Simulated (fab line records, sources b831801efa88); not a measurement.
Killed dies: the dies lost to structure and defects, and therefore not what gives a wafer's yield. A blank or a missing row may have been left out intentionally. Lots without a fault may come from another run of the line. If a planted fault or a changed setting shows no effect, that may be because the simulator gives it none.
Struck lot and sound lot, side by side | flow sky130 | 15 steps out of a route of 708
Sound: these wafers, L618.2, L618.3, L618.4. Wafers L626.3, L626.4, L626.5 were the ones struck. The cause is named last.
At each step with rows: each side's tool, then ch and its chambers, then its first start. Under that, the readings that differ: sound wafers | struck wafers | difference of the means | sigmas: that difference in standard deviations of wafers without a fault.
alike: readings with means less than 2 such deviations apart, plus words and numbers identical on both sides. not compared: withheld readings, readings lacking a value on some wafer, bounds such as >300 that could conceal the same value, and numbers that have no deviation in the record and whose values overlap.
Wherever a step has rows on one side only, a row that says differs or no value, or a row with sigmas, the two part there. When numbers do not overlap yet have no deviation, they are printed without sigmas and do not part them. A reading that every wafer of one side lacks parts them only if that side has two wafers or more.

SKY_NWELL_RS_MEAS_29: measurement is done with a four-point probe.
  struck on filmMetro-02, day 9 19:17; sound on filmMetro-02, day 7 19:55
  alike: NWELL_RS
SKY_NWELL_RS_MEAS_31: measurement is done with a four-point probe.
  struck on filmMetro-02, day 9 19:31; sound on filmMetro-02, day 7 20:10
  alike: PWDE_RS
then, 7 steps without rows for these wafers: SKY_VT_ADJUST_HVTP_DEHYDRATE_00 (time 60 s); SKY_VT_ADJUST_HVTP_HMDS_01 (prime time 60 s); SKY_VT_ADJUST_HVTP_COAT_02 (resist thk 1140 nm); SKY_VT_ADJUST_HVTP_SOFTBAKE_03 (time 60 s); SKY_VT_ADJUST_HVTP_EXPOSE_04 (exposes mask HVTPM, target cd 380 nm); SKY_VT_ADJUST_HVTP_PEB_05; SKY_VT_ADJUST_HVTP_DEVELOP_06 (develop time 60 s).
SKY_VT_ADJUST_HVTP_CD_MEAS_07: target cd 380 nm.
  struck on cdSem-02, day 10 17:56; sound on cdSem-01, day 8 15:55
  alike: cdNm
SKY_VT_ADJUST_HVTP_OVL_MEAS_08:
  struck on overlay-01, day 10 18:01; sound on overlay-02, day 8 16:02
  alike: VT_ADJUST_HVTP_OVL
SKY_VT_ADJUST_HVTP_IMPLANT_09:
  sound on implanter-02 ch 0, day 8 16:05; struck on implanter-01 ch 0, day 10 18:05
reading                  | sound             | struck            | difference | sigmas
implantIonAmu            | 75 75 75          | 49 49 49          | -26        | 
model.implant.rpNm (nm)  | 83.33 83.33 83.33 | 108.9 108.9 108.9 | +25.6      | 
model.implant.drpNm (nm) | 33.4 33.4 33.4    | 46.43 46.43 46.43 | +13.03     | 
SKY_VT_ADJUST_HVTP_STRIP_10: strips in O2/N2.
  sound on plasmaAsher-02 ch 0,1, day 8 16:13; struck on plasmaAsher-03 ch 0,1, day 10 18:14
  alike: drypumpMotorCurrentA, oesProductAu, stripTimeToEndpointS
  not compared: rfHoursCounterH
SKY_VT_ADJUST_HVTP_TW_MEAS_11:
  struck on filmMetro-03, day 10 18:19; sound on filmMetro-03, day 8 16:19
reading           | sound          | struck      | difference | sigmas
VT_ADJUST_HVTP_TW | 1354 1352 1348 | 759 762 761 | -591       | -35
then, 1 step without rows for these wafers: SKY_VT_ADJUST_LVTN_DEHYDRATE_00 (time 60 s).

## WHERE THEY PART
Only at SKY_VT_ADJUST_HVTP_TW_MEAS_11, as far as this record shows.

WHY: whatever the simulator had introduced
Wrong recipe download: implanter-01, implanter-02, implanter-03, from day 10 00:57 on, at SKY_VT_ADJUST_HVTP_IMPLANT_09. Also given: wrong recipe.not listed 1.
